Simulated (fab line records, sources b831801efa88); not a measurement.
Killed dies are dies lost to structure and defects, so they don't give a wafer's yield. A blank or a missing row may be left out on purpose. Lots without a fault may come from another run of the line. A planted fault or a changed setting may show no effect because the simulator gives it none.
Problem report in the 8D (eight disciplines) form, filled by code | flow gf180mcu | the parts of the form that need people (team, actions taken, sign-off) are left out

1. THE PROBLEM
oes_product_au at GF_V2_ETCH_17 reads a mean of 0.920 a.u. on 1 wafer of 1 lot; wafers without a fault read 0.856 a.u. with a standard deviation of 0.0047. That is +14 standard deviations from the usual mean.
The step: etches SiO2 in C4F8/O2/Ar, stops on TiN, target depth 630 nm.
The step gives no start for some of these wafers. The record holds 39 wafers of 13 lots with a number at this step. Rule for "out", or "out of limits": more than 4 standard deviations from the usual mean. The other wafers with a number count as sound.

2. WHAT IT IS AND WHAT IT IS NOT
question                    | is             | is not
which readings at this step | oes_product_au | -
which lots                  | L532           | L522, L523, L524, L525, L526, L527, L529, L530, L531, L533, L542, L545
which wafers of those lots  | L532.6         | L532.1, L532.3
read on which tools         | rie_diel-03    | rie_diel-01, rie_diel-04

3. SUSPECTS, AND WHAT RULES EACH OUT
Counting: a tool at a process step up to the reading stays a suspect if it ran every lot that is out. Sound lots after the first of them don't rule it out here, since some wafers of a struck lot are sound.
- cmp-01 at GF_V2_CMP_04 (polishes SiO2): kept. It ran the lot that is out, L532 (day 23 06:07); its last sound lot up to then is L531 (day 22 20:38).
- rie_diel-03 at GF_V2_ETCH_17 (etches SiO2 in C4F8/O2/Ar, stops on TiN, target depth 630 nm): kept. It ran the lot that is out, L532 (day 24 05:10); its last sound lot up to then is L523 (day 20 15:35). Its own readings are out on those wafers: oes_product_au. GF_V2_ETCH_17 gives no start for some lots, so the hours and the order of its lots are those of GF_V2_SPUTTER_22.
Left after counting: cmp-01 at GF_V2_CMP_04, rie_diel-03 at GF_V2_ETCH_17.

4. THE CAUSE (what the simulator had put in)
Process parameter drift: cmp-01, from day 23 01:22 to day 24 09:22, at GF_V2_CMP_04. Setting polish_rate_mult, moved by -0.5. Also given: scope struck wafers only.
Counting left 2 suspects, and this tool is among them.

5. THE CHAIN OF EFFECTS, in route order
Each row: a reading whose mean over the struck wafers that have a number lies more than 3 standard deviations from the usual. Only readings for which the record gives a usual standard deviation are gone through. hours: the time from each lot's start at the first step in this table that gives one to its start at this step, as a median over the lots. sigmas: the change in usual standard deviations.
hours | step          | reading        | usual      | on struck wafers | change | sigmas
-     | GF_V2_ETCH_17 | oes_product_au | 0.856 a.u. | 0.920            | +0.064 | +14
The process steps in it:
- GF_V2_ETCH_17: etches SiO2 in C4F8/O2/Ar, stops on TiN, target depth 630 nm.

6. WHAT WOULD HAVE CAUGHT IT SOONER
Of the tool readings at GF_V2_CMP_04 for which the record gives a usual standard deviation, none was out on any struck wafer, so an alarm limit of 4 standard deviations on them would not have fired.
